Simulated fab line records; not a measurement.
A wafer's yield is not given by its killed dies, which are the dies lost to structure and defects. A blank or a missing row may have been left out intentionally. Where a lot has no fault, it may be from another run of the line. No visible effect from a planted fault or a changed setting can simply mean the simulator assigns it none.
Problem report, 8D (eight disciplines) form, completed by code -- flow gf180mcu -- the parts of the form that need people (team, actions taken, sign-off) are left out

1. PROBLEM STATEMENT
POLY_GATE_CVD_00_THK at GF_POLY_GATE_THK_MEAS_01 reads a mean of 334.9 nm on 6 wafers of 2 lots; wafers without a fault read 199.7 nm with a standard deviation of 2.1. Relative to the usual mean, that is a shift of +64 standard deviations.
Seen first at day 14 19:41 on film-metro-02, wafer L228.2. At this step, 42 wafers from 14 lots have a number in the record. The rule behind "out" and "out of limits": a value lying over 4 standard deviations away from the usual mean. All remaining wafers that have a number are taken as sound.

2. WHAT THIS IS AND IS NOT
question,is,is not
which readings at this step,POLY_GATE_CVD_00_THK,-
which lots,"L228, L229","L206, L207, L208, L209, L210, L212, L213, L214, L215, L216, L217, L220"
which wafers of those lots,all that have a number,-
read on which gauges,film-metro-02,"film-metro-01, film-metro-03"
when,from day 14 19:41,up to then (36 sound wafers)

3. SUSPECTS, AND WHAT RULES EACH OUT
Counting: any tool at a process step up to the reading is kept as a suspect provided that every lot that is out went through it and no sound lot did after the first of them.
- the gauge at GF_POLY_GATE_THK_MEAS_01: kept. All the wafers that are out were read on film-metro-02, and no step on other tools shows them out.
- lpcvd-01 at GF_POLY_GATE_CVD_00 (deposits poly-Si, target thk 200 nm, time 1200 s): kept. All lots that are out passed through it, beginning with L228 at day 14 18:20, and no sound lot followed; its final sound lot before that point was L214 at day 10 17:44.
After counting, lpcvd-01 at GF_POLY_GATE_CVD_00 and film-metro-02 at GF_POLY_GATE_THK_MEAS_01 remain.

4. THE CAUSE (what the simulator had put in)
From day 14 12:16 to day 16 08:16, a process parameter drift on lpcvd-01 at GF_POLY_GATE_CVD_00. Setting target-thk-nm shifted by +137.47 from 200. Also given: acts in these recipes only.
This tool is one of the 2 suspects left after counting.

5. THE EFFECT CHAIN, in route order
Rows list readings where the struck wafers' mean (over those with a number) sits beyond 3 standard deviations from the usual. Only readings whose record carries a usual standard deviation are examined. hours: median over the lots of the time between each lot's start at the first step of this table that gives one and its start at this step. sigmas: the change, counted in usual standard deviations.
hours,step,reading,usual,on struck wafers,change,sigmas
0,GF_POLY_GATE_THK_MEAS_01,POLY_GATE_CVD_00_THK,199.7 nm,334.9,+135.2,+64
Later steps that measure or inspect, where all struck wafers having a row at the step show a number for every such reading and not one has moved that far: GF_HV_LDD_CD_MEAS_19.

6. WHAT WOULD HAVE CAUGHT IT SOONER
Counted from the fault's start at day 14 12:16, it took 7 hours until the first out-of-limits reading at a measuring or inspecting step in this record, taken at day 14 19:41.
An alarm limit of 4 standard deviations would not have fired on the tool readings at GF_POLY_GATE_CVD_00 for which the record gives a usual standard deviation, since none of them was out on any struck wafer.
Of the lots that are out (2), L229 began GF_POLY_GATE_CVD_00 on lpcvd-01 after day 14 19:41. Had the tool been put on hold then, it would have been spared.
